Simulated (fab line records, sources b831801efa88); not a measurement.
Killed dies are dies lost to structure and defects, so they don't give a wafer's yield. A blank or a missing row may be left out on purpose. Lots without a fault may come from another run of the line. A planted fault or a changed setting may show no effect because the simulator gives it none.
A struck lot beside a sound one | flow sky130 | 14 steps out of a route of 708
Sound: wafers L182.4, L182.5, L182.6. Struck: wafers L199.2, L199.3, L199.4. The cause comes at the end.
At each step with rows: each side's tool, then ch and its chambers, then its first start. Under that, the readings that differ: sound wafers | struck wafers | difference of the means | sigmas: that difference in standard deviations of wafers without a fault.
alike: readings whose means differ by less than 2 such deviations, and words and numbers that are the same on both sides. not compared: withheld readings, readings that some wafer has no value for, bounds like >300 that may hide the same value, and numbers for which the record gives no deviation and whose values overlap.
The two part at a step that has a row with sigmas, a row that says differs or no value, or rows on one side only. Numbers that don't overlap but have no deviation are shown without sigmas and don't part them. A reading that every wafer of one side lacks parts them only if that side has two wafers or more.

SKY_VIA2_CD_MEAS_12: target cd 200 nm.
  sound on cd_sem-01, day 36 05:30; struck on cd_sem-01, day 41 08:14
  alike: cd_nm
SKY_VIA2_OVL_MEAS_13:
  sound on overlay-02, day 36 05:35; struck on overlay-01, day 41 08:21
  alike: VIA2_OVL
SKY_VIA2_ETCH_14: etches BARC in N2/H2, stops on SiO2, time 45.9 s, target depth 60 nm.
  sound on rie_diel-04 ch 0,1, day 36 05:36; struck on rie_diel-04 ch 0,2,3, day 41 08:23
  alike: drypump_motor_current_A, oes_product_au, rf_fwd_power_W, throttle_valve_pct
  not compared: rf_hours_counter_h
SKY_VIA2_ETCH_15: etches SiO2 in C4F8/O2/Ar, stops on TiN, target depth 546 nm, time 84 s.
  sound on rie_diel-04 ch 0,1, day 36 05:38; struck on rie_diel-04 ch 0,2,3, day 41 08:25
  reading            | sound          | struck         | difference | sigmas
  rf_fwd_power_W (W) | 1491 1487 1475 | 1493 1497 1502 | +13        | +3
  alike: oes_product_au
  not compared: rf_hours_counter_h
SKY_VIA2_STRIP_16: strips in O2/N2.
  sound on plasma_asher-03 ch 0,1, day 36 05:44; struck on plasma_asher-02 ch 0,1, day 41 08:29
  alike: drypump_motor_current_A, oes_product_au, strip_time_to_endpoint_s
  not compared: rf_hours_counter_h
then, 3 steps without rows for these wafers: SKY_VIA2_STRIP_17 (strips in post etch residue remover, time 1200 s); SKY_VIA2_CLEAN_18 (cleans in IPA, time 180 s); SKY_VIA2_CLEAN_19 (cleans in O3/DIW).
SKY_VIA2_SPUTTER_20: material TiN, target thk 20 nm, time 80 s.
  sound on pvd_sputter-01, day 36 06:17; struck on pvd_sputter-01, day 41 09:05
  alike: chamber_pressure_pa, throttle_valve_pct
SKY_VIA2_CVD_21: deposits W, target thk 420 nm, time 126.4 s.
  sound on cvd_w-01 ch 0,1, day 36 06:24; struck on cvd_w-02 ch 0,1, day 41 09:08
  alike: heater_power_w
SKY_VIA2_RS_MEAS_22: measures by four-point-probe.
  sound on film_metro-02, day 36 06:32; struck on film_metro-02, day 41 09:17
  alike: VIA2_W_RS
SKY_VIA2_THK_MEAS_23: measures by xrf.
  sound on film_metro-02, day 36 06:38; struck on film_metro-02, day 41 09:24
  alike: VIA2_W_THK
SKY_VIA2_CMP_24: polishes, stops on SiO2, t overpolish 20 s, target thk 0 nm.
  sound on cmp-02 ch 0,1,2, day 36 06:49; struck on cmp-01 ch 0,2,3, day 41 09:27
  no value came back on the struck wafers for any of 5 readings (edge_zone_pressure_frac, head_pressure_psi (psi) and others); on the sound wafers edge_zone_pressure_frac reads 1.005 0.997 0.995
  reading                                  | sound             | struck            | difference | sigmas
  model.W_of_VIA2_CVD_21.thk_nm (nm)       | 0 0 0             | 409.3 411.6 410.3 | +410.4     |
  model.SiO2_of_VIA2_HDPCVD_00.thk_nm (nm) | 491.1 490.8 491.4 | 494.2 494.9 495   | +3.6       |
-- the record jumps here: 8 days lie between the struck wafers' starts before and after (it left off in module VIA2 and takes up again in module PAD_OPEN, whose first step shown is number 708 of the route) --
SKY_PAD_OPEN_PROBE_99:
  sound on prober-02, day 45 16:44; struck on prober-01, day 49 16:22
  reading                  | sound          | struck         | difference | sigmas
  defect_limited_yield (%) | 79.9 84.1 81.3 | 0 0 0          | -82        | -43
  killed_at_M0_to_M3       | 43 29 54       | 448 465 456    | +414       | +64
  killed_dies              | 99 78 92       | 492 492 492    | +402       | +43
  killed_on_rim            | 22 22 20       | 96 96 96       | +75        | +18
  sort_bin_3_pad_short (%) | 1.2 1.4 0.8    | 84.1 87.0 85.2 | +84.3      | +99 or more
  sort_n_pass              | 393 414 400    | 0 0 0          | -402       | -43
  sort_yield_pct (%)       | 79.9 84.1 81.3 | 0 0 0          | -82        | -43
  alike: killed_at_M4_up, killed_at_contacts, killed_at_front_end, killed_at_other, killed_open, killed_short, sort_bin_5_function, sort_bin_6_memory

WHERE THEY PART
First at SKY_VIA2_ETCH_15; last, within this record, at SKY_PAD_OPEN_PROBE_99.

WHY: what the simulator had put in
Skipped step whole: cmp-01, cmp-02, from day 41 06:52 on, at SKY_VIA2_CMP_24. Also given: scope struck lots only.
